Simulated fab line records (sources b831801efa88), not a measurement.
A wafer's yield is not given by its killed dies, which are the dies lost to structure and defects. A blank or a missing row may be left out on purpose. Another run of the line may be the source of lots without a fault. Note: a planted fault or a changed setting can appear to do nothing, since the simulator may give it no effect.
fab line records    flow sky130
record: lots: 7  wafers: 21  last-day: 49
route steps=708 shown SPACER@305 POLY_CUT@307 PAD_OPEN@708
lots that met no fault: taken from a fault-free run of the same line
start-h: hours from the record's first day to the start of the lot's first wafer shown    wait-h: time in hours since the lot's previous step    " the same as in the row above    L1.1+2: several wafers, shown together as one row    - either no value or no given start    * or withheld: withheld    < > ~ a bound
route shown NAME@n: a module of which the file shows steps, and the number in the route of the first    usual: mean/standard deviation taken from wafers without a fault    same: alike in all rows    chamber/n: place in a boat    sites: readings site by site    _std_site: how widely they spread, as a standard deviation    _edge_site: inner sites' mean taken away from outer sites' mean    radius-mm: how far each site lies from the wafer's centre    mask NAME#n: copy n    behind: tool/chamber where the wafer was last shaped    hold: cause of the lot's hold/its duration in hours/its outcome    device: the transistor (n, p or np) that didn't switch    end of line: the same wafers' tests at the end of the route    for a step that has no rows: nothing shown but its recipe    killed: dies lost to structure and defects at the first sort, not the wafer's yield    map: the dies of a wafer, with x for killed, . for not killed, _ for no die there
set.NAME: the setting as run; set.NAME@STEP: as run at that earlier step    model.NAME: the simulator's own value behind a step, which no gauge read
a table for each step, a row for each wafer; lots at some steps of the route
services: when a tool's chamber went out of use (start-h, in hours from the record's first day, below 0 if earlier), for how many hours, and the reason
== steps ==
step: SKY_SPACER_THK_MEAS_01
recipe: reads: Si3N4_of_SPACER_CVD_00
usual: SPACER_CVD_00_THK: 43.0/0.36
lot.wafer  tool           chamber  start-h  wait-h  SPACER_CVD_00_THK[nm]
L263.1     film-metro-02  -        527.63   0.0     43.3
L263.3     "              -        "        "       42.8
L263.4     "              -        "        "       43.0
L264.1     film-metro-02  -        545.61   0.0     43.2
L264.2     "              -        "        "       43.3
L264.4     "              -        "        "       43.3
L266.1     film-metro-02  -        557.59   0.0     42.9
L266.5     "              -        "        "       42.9
L266.6     "              -        "        "       43.0
L267.1     film-metro-03  -        564.06   0.0     42.4
L267.3     "              -        "        "       42.9
L267.5     "              -        "        "       42.4
L268.2     film-metro-04  -        574.52   0.0     43.0
L268.4     "              -        "        "       43.2
L268.5     "              -        "        "       42.9
L276.2     film-metro-03  -        648.83   0.0     43.2
L276.3     "              -        "        "       42.9
L276.4     "              -        "        "       42.6
L279.2     film-metro-02  -        671.25   0.0     42.6
L279.3     "              -        "        "       42.7
L279.5     "              -        "        "       42.9
step: SKY_SPACER_ETCHBACK_02
recipe: chemistry: CH3F/O2  target: Si3N4  stop-on: SiO2  source-w: 400  bias-w: 80  pressure-mtorr: 25  ch3f-flow-sccm: 40  O2_flow_sccm: 30  time-s: 46.7  target-depth-a: 450
usual: drypump-motor-current-A: 5.8/0.57  oes-product-au: 0.853/0.0063  throttle-valve-pct: 10.561/0.0091
lot.wafer  tool         chamber  start-h  wait-h  drypump-motor-current-A  oes-product-au  rf-hours-counter-h  throttle-valve-pct
L263.1     rie-diel-03  2        527.69   0.1     5.1                      0.853           9                   10.572
L263.3     "            1        "        "       5.8                      0.851           4                   10.548
L263.4     "            3        "        "       4.6                      0.856           19                  10.556
L264.1     rie-diel-01  2        545.67   0.1     5.1                      0.855           18                  10.568
L264.2     "            3        "        "       5.7                      0.863           17                  10.570
L264.4     "            0        "        "       6.6                      0.854           4                   10.552
L266.1     rie-diel-03  1        557.65   0.1     5.8                      0.850           4                   10.576
L266.5     "            0        "        "       6.6                      0.848           -                   10.571
L266.6     "            2        "        "       5.1                      0.857           -                   10.546
L267.1     rie-diel-01  3        564.12   0.1     5.7                      0.848           17                  10.564
L267.3     "            0        "        "       6.6                      0.855           5                   10.577
L267.5     "            1        "        "       5.9                      0.843           -                   10.564
L268.2     rie-diel-01  2        574.57   0.0     5.1                      0.862           18                  10.553
L268.4     "            3        "        "       5.7                      0.848           18                  10.564
L268.5     "            2        "        "       5.1                      0.856           -                   10.561
L276.2     rie-diel-02  2        648.88   0.0     5.7                      0.867           2                   10.553
L276.3     "            3        "        "       6.0                      0.857           37                  10.562
L276.4     "            0        "        "       6.0                      0.860           27                  10.563
L279.2     rie-diel-03  2        671.30   0.0     5.1                      0.847           12                  10.560
L279.3     "            1        "        "       5.8                      0.848           7                   10.575
L279.5     "            0        "        "       6.6                      0.848           -                   10.570
step: SKY_POLY_CUT_DEHYDRATE_00
recipe: temp-c: 200  time-s: 60
step: SKY_POLY_CUT_HMDS_01
recipe: prime-time-s: 60  prime-temp-c: 120
step: SKY_POLY_CUT_COAT_02
recipe: resist: BARC  temp-c: withheld  time-s: withheld  spin-rpm: 3000  resist-thk-nm: 60
step: SKY_POLY_CUT_COAT_03
recipe: resist: KrF-thick  spin-rpm: 3000  resist-thk-nm: 450
step: SKY_POLY_CUT_SOFTBAKE_04
recipe: temp-c: 100  time-s: 90  resist: KrF-thick
step: SKY_POLY_CUT_EXPOSE_05
recipe: mask-id: NPCM  na: 0.8  source-shape: annular  sigma-inner: 0.55  sigma-outer: 0.85  target-cd-nm: 270  dose-mj: 32
step: SKY_POLY_CUT_PEB_06
recipe: peb-temp-c: withheld  peb-time-s: withheld  resist: KrF-thick
step: SKY_POLY_CUT_DEVELOP_07
recipe: develop-time-s: 60  resist: KrF-thick  dev-temp-c: 21
step: SKY_POLY_CUT_CD_MEAS_08
recipe: target-cd-nm: 270
usual: cd-nm: 269.9/1.4
lot.wafer  tool       chamber  start-h  wait-h  cd-nm
L263.1     cd-sem-01  -        557.50   -       270.5
L263.3     "          -        "        "       269.5
L263.4     "          -        "        "       269.5
L264.1     cd-sem-02  -        575.29   -       270.0
L264.2     "          -        "        "       268.7
L264.4     "          -        "        "       269.7
L266.1     cd-sem-01  -        586.85   -       269.5
L266.5     "          -        "        "       270.1
L266.6     "          -        "        "       270.2
L267.1     cd-sem-02  -        594.14   -       271.5
L267.3     "          -        "        "       271.2
L267.5     "          -        "        "       271.8
L268.2     cd-sem-01  -        603.62   -       269.5
L268.4     "          -        "        "       270.3
L268.5     "          -        "        "       269.3
L276.2     cd-sem-02  -        676.86   -       270.1
L276.3     "          -        "        "       270.1
L276.4     "          -        "        "       269.4
L279.2     cd-sem-01  -        698.84   -       269.9
L279.3     "          -        "        "       270.3
L279.5     "          -        "        "       269.7
step: SKY_POLY_CUT_OVL_MEAS_09
usual: POLY_CUT_OVL: -1/4.7
lot.wafer  tool        chamber  start-h  wait-h  POLY_CUT_OVL[nm]
L263.1     overlay-02  -        557.62   0.1     -1
L263.3     "           -        "        "       0
L263.4     "           -        "        "       -6
L264.1     overlay-01  -        575.41   0.1     -1
L264.2     "           -        "        "       -2
L264.4     "           -        "        "       -4
L266.1     overlay-02  -        586.97   0.1     5
L266.5     "           -        "        "       -2
L266.6     "           -        "        "       -3
L267.1     overlay-01  -        594.26   0.1     -5
L267.3     "           -        "        "       -5
L267.5     "           -        "        "       0
L268.2     overlay-01  -        603.73   0.1     5
L268.4     "           -        "        "       6
L268.5     "           -        "        "       -3
L276.2     overlay-01  -        676.97   0.1     3
L276.3     "           -        "        "       -4
L276.4     "           -        "        "       -3
L279.2     overlay-02  -        698.95   0.1     3
L279.3     "           -        "        "       9
L279.5     "           -        "        "       6
step: SKY_POLY_CUT_ETCH_10
recipe: chemistry: N2/H2  target: BARC  ion-energy-ev: 200  source-w: 500  bias-w: 100  pressure-mtorr: 30  n2-flow-sccm: 100  h2-flow-sccm: 200  stop-on: SiO2  time-s: 45.9  target-depth-a: 600
usual: bias-w: 100.0/0.31  chamber-pressure-mTorr: 30.001/0.026  drypump-motor-current-A: 5.9/0.43  oes-product-au: 0.855/0.0053  throttle-valve-pct: 13.224/0.0092
lot.wafer  tool         chamber  start-h  wait-h  bias-w  chamber-pressure-mTorr  drypump-motor-current-A  oes-product-au  rf-hours-counter-h  throttle-valve-pct  model.KrF-thick_of_POLY_CUT_COAT_03.thk-nm
L263.1     rie-diel-04  3        557.66   0.0     100.2   30.016                  6.6                      0.852           7                   13.233              408.3
L263.3     "            2        "        "       99.5    30.018                  5.3                      0.853           44                  13.216              408.2
L263.4     "            1        "        "       100.1   29.946                  6.1                      0.845           8                   13.221              408.2
L264.1     rie-diel-02  2        575.45   0.0     100.0   29.958                  5.8                      0.859           1                   13.234              405.5
L264.2     "            1        "        "       99.7    29.984                  5.8                      0.853           30                  13.216              406.4
L264.4     "            3        "        "       99.9    30.025                  6.0                      0.863           36                  13.236              407.7
L266.1     rie-diel-04  3        587.01   0.0     -       -                       -                        -               -                   -                   435
L266.5     "            3        "        "       -       -                       -                        -               -                   -                   436.2
L266.6     "            2        "        "       -       -                       -                        -               -                   -                   434.3
L267.1     rie-diel-04  3        594.30   0.0     -       -                       -                        -               -                   -                   435.4
L267.3     "            2        "        "       -       -                       -                        -               -                   -                   435.3
L267.5     "            2        "        "       -       -                       -                        -               -                   -                   434.8
L268.2     rie-diel-02  1        603.76   0.0     -       -                       -                        -               -                   -                   433.7
L268.4     "            2        "        "       -       -                       -                        -               -                   -                   434.3
L268.5     "            3        "        "       -       -                       -                        -               -                   -                   433.7
L276.2     rie-diel-01  0        677.00   0.0     100.0   29.971                  6.6                      0.859           7                   13.242              410.3
L276.3     "            1        "        "       100.0   30.063                  5.9                      0.857           4                   13.215              408.6
L276.4     "            2        "        "       99.8    29.984                  5.1                      0.851           20                  13.223              409.4
L279.2     rie-diel-02  0        698.98   0.0     100.2   30.062                  6.0                      0.853           27                  13.244              407.8
L279.3     "            3        "        "       100.1   30.010                  6.0                      0.860           37                  13.217              407.4
L279.5     "            2        "        "       99.8    30.011                  5.8                      0.865           -                   13.226              406.4
step: SKY_POLY_CUT_ETCH_11
recipe: target: Si3N4  chemistry: CF4/CH2F2/Ar  stop-on: poly-Si  source-w: 600  bias-w: 150  pressure-mtorr: 40  cf4-flow-sccm: 40  ch2f2-flow-sccm: 20  Ar_flow_sccm: 150  time-s: 42.5  target-depth-a: 600
usual: bias-w: 150.0/0.44  cf4-flow-sccm: 40.00/0.13  ch2f2-flow-sccm: 20.00/0.055  drypump-motor-current-A: 5.9/0.43  oes-product-au: 0.829/0.0062  throttle-valve-pct: 14.995/0.0091
lot.wafer  tool         chamber  start-h  wait-h  bias-w  cf4-flow-sccm  ch2f2-flow-sccm  drypump-motor-current-A  oes-product-au  rf-hours-counter-h  throttle-valve-pct
L263.1     rie-diel-04  3        557.70   0.0     149.4   40.06          20.02            6.5                      0.836           7                   14.985
L263.3     "            2        "        "       149.8   39.72          20.01            5.3                      0.832           44                  14.989
L263.4     "            1        "        "       149.4   39.81          20.16            6.1                      0.832           8                   15.006
L264.1     rie-diel-02  2        575.49   0.0     149.8   40.11          20.01            5.8                      0.837           1                   15.008
L264.2     "            1        "        "       150.6   40.09          20.06            5.9                      0.835           30                  15.002
L264.4     "            3        "        "       149.8   39.89          19.99            6.0                      0.830           36                  15.010
L266.1     rie-diel-04  3        587.05   0.0     149.1   40.10          19.97            6.6                      0.374           8                   14.966
L266.5     "            3        "        "       149.0   40.12          19.86            6.6                      0.376           -                   14.947
L266.6     "            2        "        "       149.7   39.78          19.96            5.2                      0.376           -                   14.970
L267.1     rie-diel-04  3        594.34   0.0     149.9   40.23          20.04            6.5                      0.379           8                   14.953
L267.3     "            2        "        "       149.5   39.95          19.96            5.3                      0.376           45                  14.948
L267.5     "            2        "        "       149.3   39.95          20.04            5.3                      0.373           -                   14.959
L268.2     rie-diel-02  1        603.80   0.0     151.2   40.04          19.86            5.9                      0.380           30                  14.952
L268.4     "            2        "        "       150.4   40.13          20.05            5.8                      0.371           1                   14.936
L268.5     "            3        "        "       150.1   39.86          19.93            6.0                      0.378           -                   14.961
L276.2     rie-diel-01  0        677.04   0.0     150.0   39.99          19.99            6.7                      0.831           7                   14.998
L276.3     "            1        "        "       150.1   40.08          19.94            5.9                      0.827           4                   14.986
L276.4     "            2        "        "       149.6   39.78          19.97            5.1                      0.823           20                  14.999
L279.2     rie-diel-02  0        699.02   0.0     149.8   40.08          19.97            6.0                      0.823           27                  15.008
L279.3     "            3        "        "       149.5   40.06          19.95            6.0                      0.836           37                  14.999
L279.5     "            2        "        "       150.6   39.89          19.90            5.7                      0.832           -                   15.000
step: SKY_POLY_CUT_STRIP_12
recipe: chemistry: O2/N2  power-w: 1400  pressure-mtorr: 1500  platen-temp-c: withheld  o2-flow-sccm: 3000  n2-flow-sccm: 300  overash-fraction: 0.5
usual: drypump-motor-current-A: 5.9/0.57  oes-product-au: 0.452/0.0044  strip-time-to-endpoint-s: 5.353/0.017
lot.wafer  tool             chamber  start-h  wait-h  drypump-motor-current-A  oes-product-au  rf-hours-counter-h  strip-time-to-endpoint-s
L263.1     plasma-asher-02  1        557.74   0.0     4.9                      0.452           43                  5.346
L263.3     "                1        "        "       4.9                      0.446           -                   5.355
L263.4     "                0        "        "       6.6                      0.455           -                   5.360
L264.1     plasma-asher-02  1        575.53   0.0     4.9                      0.450           45                  5.335
L264.2     "                0        "        "       6.5                      0.448           45                  5.348
L264.4     "                0        "        "       6.5                      0.452           -                   5.361
L266.1     plasma-asher-03  0        587.09   0.0     6.1                      0.461           78                  5.609
L266.5     "                1        "        "       6.3                      0.455           -                   5.624
L266.6     "                0        "        "       6.1                      0.459           -                   5.602
L267.1     plasma-asher-01  0        594.38   0.0     5.9                      0.468           89                  5.628
L267.3     "                0        "        "       5.9                      0.466           -                   5.612
L267.5     "                0        "        "       5.9                      0.469           -                   5.622
L268.2     plasma-asher-03  0        603.84   0.0     6.1                      0.461           80                  5.593
L268.4     "                1        "        "       6.3                      0.468           -                   5.606
L268.5     "                1        "        "       6.3                      0.465           -                   5.611
L276.2     plasma-asher-03  0        677.08   0.0     6.0                      0.456           87                  5.381
L276.3     "                0        "        "       6.1                      0.453           -                   5.375
L276.4     "                1        "        "       6.3                      0.447           -                   5.362
L279.2     plasma-asher-03  0        699.06   0.0     6.1                      0.455           89                  5.357
L279.3     "                0        "        "       6.1                      0.453           -                   5.353
L279.5     "                1        "        "       6.3                      0.460           -                   5.337
step: SKY_PAD_OPEN_PROBE_99
usual: killed_at_M0_to_M3: 43/7.6  killed_at_M4_up: 2.9/1.7  killed-at-contacts: 24/5.5  killed-at-front-end: 15/4.2  killed-at-other: 0.3/0.52  killed-dies: 86/9.4  killed-on-rim: 17/4  killed-open: 47/7  killed-short: 39/6.4
same: gross-dies: 492  killed-at-back-side: 0
lot.wafer  tool       chamber  start-h  wait-h  killed_at_M0_to_M3  killed_at_M4_up  killed-at-contacts  killed-at-front-end  killed-at-other  killed-dies  killed-on-rim  killed-open  killed-short
L266.1     prober-02  -        1097.95  0.1     44                  4                23                  421                  0                492          96             54           35
L266.5     prober-02  -        1098.15  0.2     37                  3                26                  426                  0                492          96             42           37
L266.6     prober-02  -        1098.20  0.2     44                  3                24                  421                  0                492          96             42           40
L267.1     prober-02  -        1100.87  0.1     44                  1                17                  429                  1                492          96             39           40
L267.3     prober-02  -        1100.97  0.2     44                  1                22                  425                  0                492          96             35           48
L267.5     prober-02  -        1101.07  0.2     32                  6                20                  433                  1                492          96             42           36
L268.2     prober-01  -        1108.70  0.1     44                  0                29                  419                  0                492          96             49           48
L268.4     prober-01  -        1108.80  0.2     52                  1                20                  419                  0                492          96             57           37
L268.5     prober-01  -        1108.85  0.2     45                  1                25                  421                  0                492          96             45           49
L276.2     prober-01  -        1158.88  0.1     29                  3                35                  15                   0                82           14             39           43
L276.3     prober-01  -        1158.93  0.2     35                  5                26                  12                   0                78           18             43           35
L276.4     prober-01  -        1158.98  0.2     41                  4                24                  16                   0                85           17             49           36
killed by level:class
L266.1 POLY_CUT:area-etch=403 CONTACT:geometric-particle:open=11 VIA3:geometric-particle:open=10 VIA2:geometric-particle:open=8 POLY_GATE:geometric-particle:open=6 VIA1:geometric-particle:short=6 CONTACT:geometric-particle:short=5 VIA1:geometric-particle:open=5
L266.5 POLY_CUT:area-etch=413 LI_CONTACT:geometric-particle:open=11 VIA1:geometric-particle:open=8 CONTACT:geometric-particle:open=6 METAL1:geometric-particle:short=6 VIA3:geometric-particle:open=5 LOCAL_INTERCONNECT:geometric-particle:short=4 METAL2:geometric-particle:short=4
L266.6 POLY_CUT:area-etch=410 CONTACT:geometric-particle:open=12 VIA1:geometric-particle:open=10 VIA2:geometric-particle:short=7 POLY_GATE:geometric-particle:short=6 LI_CONTACT:geometric-particle:open=6 METAL2:geometric-particle:short=6 VIA1:geometric-particle:short=4
L267.1 POLY_CUT:area-etch=413 VIA1:geometric-particle:open=11 METAL1:geometric-particle:short=8 METAL2:geometric-particle:short=6 FIELD_ISO:geometric-particle:open=5 VIA3:geometric-particle:open=5 CONTACT:geometric-particle:short=5 VIA1:geometric-particle:short=5
L267.3 POLY_CUT:area-etch=409 METAL1:geometric-particle:short=10 CONTACT:geometric-particle:open=7 LOCAL_INTERCONNECT:geometric-particle:short=7 METAL2:geometric-particle:short=7 VIA2:geometric-particle:open=6 VIA2:geometric-particle:short=4 POLY_GATE:geometric-particle:open=4
L267.5 POLY_CUT:area-etch=414 CONTACT:geometric-particle:open=8 METAL1:geometric-particle:short=7 FIELD_ISO:geometric-particle:open=6 VIA3:geometric-particle:open=6 CONTACT:geometric-particle:short=5 VIA1:geometric-particle:open=5 VIA2:geometric-particle:open=5
L268.2 POLY_CUT:area-etch=394 CONTACT:geometric-particle:open=11 METAL1:geometric-particle:short=11 VIA1:geometric-particle:open=9 FIELD_ISO:geometric-particle:open=7 LI_CONTACT:geometric-particle:open=7 FIELD_ISO:geometric-particle:short=6 METAL3:geometric-particle:short=6
L268.4 POLY_CUT:area-etch=398 VIA1:geometric-particle:open=9 VIA2:geometric-particle:open=9 VIA3:geometric-particle:open=7 POLY_GATE:geometric-particle:short=7 LI_CONTACT:geometric-particle:open=7 POLY_GATE:geometric-particle:open=6 CONTACT:geometric-particle:open=6
L268.5 POLY_CUT:area-etch=398 VIA1:geometric-particle:open=8 FIELD_ISO:geometric-particle:open=7 LOCAL_INTERCONNECT:geometric-particle:short=6 CONTACT:geometric-particle:short=6 CONTACT:geometric-particle:open=6 VIA1:geometric-particle:short=6 VIA2:geometric-particle:open=5
L276.2 CONTACT:geometric-particle:open=13 CONTACT:geometric-particle:short=7 LI_CONTACT:geometric-particle:open=6 FIELD_ISO:geometric-particle:short=5 VIA1:geometric-particle:short=5 VIA3:geometric-particle:short=5 LOCAL_INTERCONNECT:geometric-particle:short=4 FIELD_ISO:geometric-particle:open=4
L276.3 VIA1:geometric-particle:open=9 LI_CONTACT:geometric-particle:open=7 CONTACT:geometric-particle:open=6 VIA3:geometric-particle:open=5 CONTACT:geometric-particle:short=5 METAL1:geometric-particle:short=5 METAL4:geometric-particle:short=5 SPACER:geometric-particle:open=4
L276.4 VIA1:geometric-particle:open=11 VIA2:geometric-particle:open=8 CONTACT:geometric-particle:open=7 CONTACT:geometric-particle:short=6 LI_CONTACT:geometric-particle:open=5 FIELD_ISO:geometric-particle:short=4 VIA1:geometric-particle:short=4 LOCAL_INTERCONNECT:geometric-particle:short=4
map L266.1 (x killed, . not)
__________xxxxxxxxxx_________
________xxxxxxxxxxxxxx_______
______xxxxxxxxxxxxxxxxxx_____
_____xxxxxxxxxxxxxxxxxxxx____
____xxxxxxxxxxxxxxxxxxxxxx___
___xxxxxxxxxxxxxxxxxxxxxxxx__
__xxxxxxxxxxxxxxxxxxxxxxxxxx_
_xxxxxxxxxxxxxxxxxxxxxxxxxxxx
_xxxxxxxxxxxxxxxxxxxxxxxxxxxx
_xxxxxxxxxxxxxxxxxxxxxxxxxxxx
_xxxxxxxxxxxxxxxxxxxxxxxxxxxx
_xxxxxxxxxxxxxxxxxxxxxxxxxxxx
_xxxxxxxxxxxxxxxxxxxxxxxxxxxx
_xxxxxxxxxxxxxxxxxxxxxxxxxxxx
_xxxxxxxxxxxxxxxxxxxxxxxxxxxx
__xxxxxxxxxxxxxxxxxxxxxxxxxx_
___xxxxxxxxxxxxxxxxxxxxxxxx__
____xxxxxxxxxxxxxxxxxxxxxx___
_____xxxxxxxxxxxxxxxxxxxx____
______xxxxxxxxxxxxxxxxxx_____
________xxxxxxxxxxxxxx_______
__________xxxxxxxxxx_________
map L267.1 (x killed, . not)
__________xxxxxxxxxx_________
________xxxxxxxxxxxxxx_______
______xxxxxxxxxxxxxxxxxx_____
_____xxxxxxxxxxxxxxxxxxxx____
____xxxxxxxxxxxxxxxxxxxxxx___
___xxxxxxxxxxxxxxxxxxxxxxxx__
__xxxxxxxxxxxxxxxxxxxxxxxxxx_
_xxxxxxxxxxxxxxxxxxxxxxxxxxxx
_xxxxxxxxxxxxxxxxxxxxxxxxxxxx
_xxxxxxxxxxxxxxxxxxxxxxxxxxxx
_xxxxxxxxxxxxxxxxxxxxxxxxxxxx
_xxxxxxxxxxxxxxxxxxxxxxxxxxxx
_xxxxxxxxxxxxxxxxxxxxxxxxxxxx
_xxxxxxxxxxxxxxxxxxxxxxxxxxxx
_xxxxxxxxxxxxxxxxxxxxxxxxxxxx
__xxxxxxxxxxxxxxxxxxxxxxxxxx_
___xxxxxxxxxxxxxxxxxxxxxxxx__
____xxxxxxxxxxxxxxxxxxxxxx___
_____xxxxxxxxxxxxxxxxxxxx____
______xxxxxxxxxxxxxxxxxx_____
________xxxxxxxxxxxxxx_______
__________xxxxxxxxxx_________
== services ==
tool             chamber  start-h  hours  kind
rie-diel-01      1        504.51   -      clean
rie-diel-01      1        504.51   13.2   scheduled-down
rie-diel-01      1        504.51   13.2   vent-cycle
rie-diel-03      -        515.24   2.8    pm
rie-diel-03      3        553.48   54.2   repair
rie-diel-04      2        560.43   21.9   repair
rie-diel-04      1        573.22   14.5   repair
rie-diel-03      0        594.94   2.6    repair
plasma-asher-02  -        604.89   8.3    repair
plasma-asher-03  -        616.61   0.9    repair
rie-diel-02      2        626.94   1.5    repair
rie-diel-02      -        665.56   14.6   pm
rie-diel-02      1        680.55   2.2    repair
== key ==
first-sign: step: SKY_POLY_CUT_ETCH_10  reading: tool-record  direction: missing
effect: step: SKY_POLY_CUT_ETCH_11  reading: oes-product-au  direction: down  sigmas: 73  usual: 0.829  struck: 0.376
effect: step: SKY_POLY_CUT_STRIP_12  reading: strip-time-to-endpoint-s  direction: up  sigmas: 16  usual: *  struck: *
effect: step: SKY_PAD_OPEN_PROBE_99  reading: killed-at-front-end  direction: up  sigmas: 97  usual: 15  struck: 424
model-effect: step: SKY_POLY_CUT_ETCH_10  value: KrF-thick_of_POLY_CUT_COAT_03.thk-nm  without: 406.8  struck: 434.7
more-kills-born-at: SKY_POLY_CUT_ETCH_10@rie-diel-04: 2462  SKY_POLY_CUT_ETCH_10@rie-diel-02: 1190
met-at SKY_POLY_CUT_ETCH_10
struck-wafers L266.1,L266.5,L266.6,L267.1,L267.3,L267.5,L268.2,L268.4,L268.5
later-rows-left-out L266.1,L266.5,L266.6,L267.1,L267.3,L267.5,L268.2,L268.4,L268.5
tester-left-out L266,L267,L268
onset-between 575.45 587.01
fault: kind: skipped-step-whole  tool: rie-diel-02,rie-diel-04  chamber: -  onset-h: 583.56  steps: SKY_POLY_CUT_ETCH_10  scope: struck-lots-only
tester-left-out: of these lots the tester's yield and bins aren't shown, on N5 and GAA mostly nor the transistor test; their killed dies are dies lost to structure and defects alone, not to doping, threshold or leakage, so they don't give the yield
later-rows-left-out: the simulator's readings of these wafers behind a module that went badly wrong aren't trusted and aren't shown, but for the sort
